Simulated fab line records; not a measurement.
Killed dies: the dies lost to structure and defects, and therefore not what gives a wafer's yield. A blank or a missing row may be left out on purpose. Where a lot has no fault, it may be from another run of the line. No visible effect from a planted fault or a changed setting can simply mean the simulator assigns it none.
Chamber matching ; flow sky130 ; SKY_PASSIVATION_ETCH_11 on rie-diel-01: 4 sister chambers
The step etches the open film in CF4/O2, stops on AlCu, target depth 725 nm, time 161.1 s. 8 wafers are shown with their chamber, then 8 later ones without.

== EACH WAFER AND ITS CHAMBER ==
wafer;chamber;bias-w (W);oes-product-au (a.u.)
L753.3;2;150.1;0.975
L753.6;0;149.9;0.977
L760.3;0;150.2;0.963
L760.4;3;150.2;0.959
L762.1;1;151.3;0.979
L762.4;2;149.8;0.987
L762.5;1;150.9;0.988
L763.2;3;149.6;0.959

== WAFERS WITHOUT THEIR CHAMBER ==
wafer;bias-w (W);oes-product-au (a.u.)
L763.4;149.2;0.984
L763.6;149.8;0.982
L765.1;151.0;0.971
L765.2;150.2;0.981
L765.6;149.7;0.996
L769.2;150.1;0.975
L769.3;150.0;0.966
L769.4;150.0;0.988

== WHICH CHAMBER EACH ONE RAN IN ==
wafer;from the rows above;in truth
L763.4;can't be placed: 2 or 0 or 3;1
L763.6;can't be placed: 2 or 0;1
L765.1;can't be placed: 1 or 0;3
L765.2;can't be placed: 2 or 0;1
L765.6;can't be placed: 2 or 0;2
L769.2;can't be placed: 0 or 2 or 3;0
L769.3;can't be placed: 0 or 3 or 2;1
L769.4;can't be placed: 2 or 0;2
Placed correctly: 0 of 8. Not placeable from these rows: 8 (in 3, the candidates include the true chamber). 0 placed wrongly.
How it was worked out, from the rows above alone: a wafer's distance from a chamber is the root of the sum, over the readings, of the square of ((its reading less the chamber's mean) divided by the reading's scatter). The wafer belongs to the nearest chamber; if the next one is less than 2 further off, it can't be placed. A chamber's mean is the mean of its shown wafers. The scatter: take each reading less its chamber's mean, square it, sum over the shown wafers, divide by the number of wafers less the number of chambers, and take the root.
